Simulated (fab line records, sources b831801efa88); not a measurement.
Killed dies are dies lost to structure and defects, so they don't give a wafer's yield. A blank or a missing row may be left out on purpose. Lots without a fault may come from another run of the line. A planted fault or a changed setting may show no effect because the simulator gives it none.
Chamber matching | flow gf180mcu | GF_V2_CMP_04 on cmp-02: 4 sister chambers
The step polishes SiO2. 8 wafers are shown with their chamber, then 10 later ones without.

WAFERS WITH THEIR CHAMBER
wafer  | chamber | motor_current_A (A) | time_to_endpoint_s (s)
L666.1 | 0       | 10.4                | 81
L670.1 | 1       | 11.6                | 84
L671.2 | 1       | 11.0                | 86
L673.1 | 2       | 10.4                | 77
L673.2 | 3       | 11.8                | 76
L673.3 | 0       | 10.4                | 79
L674.1 | 3       | 11.3                | 77
L674.3 | 2       | 9.9                 | 75

WAFERS WITHOUT THEIR CHAMBER
wafer  | motor_current_A (A) | time_to_endpoint_s (s)
L674.5 | 11.2                | 86
L676.4 | 11.2                | 89
L676.5 | 10.2                | 81
L676.6 | 10.8                | 87
L687.4 | 9.9                 | 77
L687.5 | 10.4                | 78
L687.6 | 11.0                | 83
L688.4 | 11.5                | 90
L688.5 | 9.9                 | 83
L688.6 | 11.4                | 83

WHICH CHAMBER EACH WENT THROUGH
wafer  | from the rows above     | in truth
L674.5 | 1                       | 1
L676.4 | 1                       | 1
L676.5 | 0                       | 0
L676.6 | 1                       | 1
L687.4 | can't be placed: 2 or 0 | 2
L687.5 | can't be placed: 0 or 2 | 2
L687.6 | can't be placed: 1 or 0 | 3
L688.4 | 1                       | 1
L688.5 | can't be placed: 0 or 1 | 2
L688.6 | 1                       | 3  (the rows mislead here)
Placed correctly: 5 of 10. Can't be placed from these rows: 4 (the true chamber is among the candidates in 2). Placed wrongly: 1.
How it was worked out, from the rows above alone: a wafer's distance from a chamber is the root of the sum, over the readings, of the square of ((its reading less the chamber's mean) divided by the reading's scatter). The wafer belongs to the nearest chamber; if the next one is less than 2 further off, it can't be placed. A chamber's mean is the mean of its shown wafers. The scatter: the root of (the sum of the squares of (reading less its chamber's mean) over the shown wafers, divided by (wafers less chambers)).
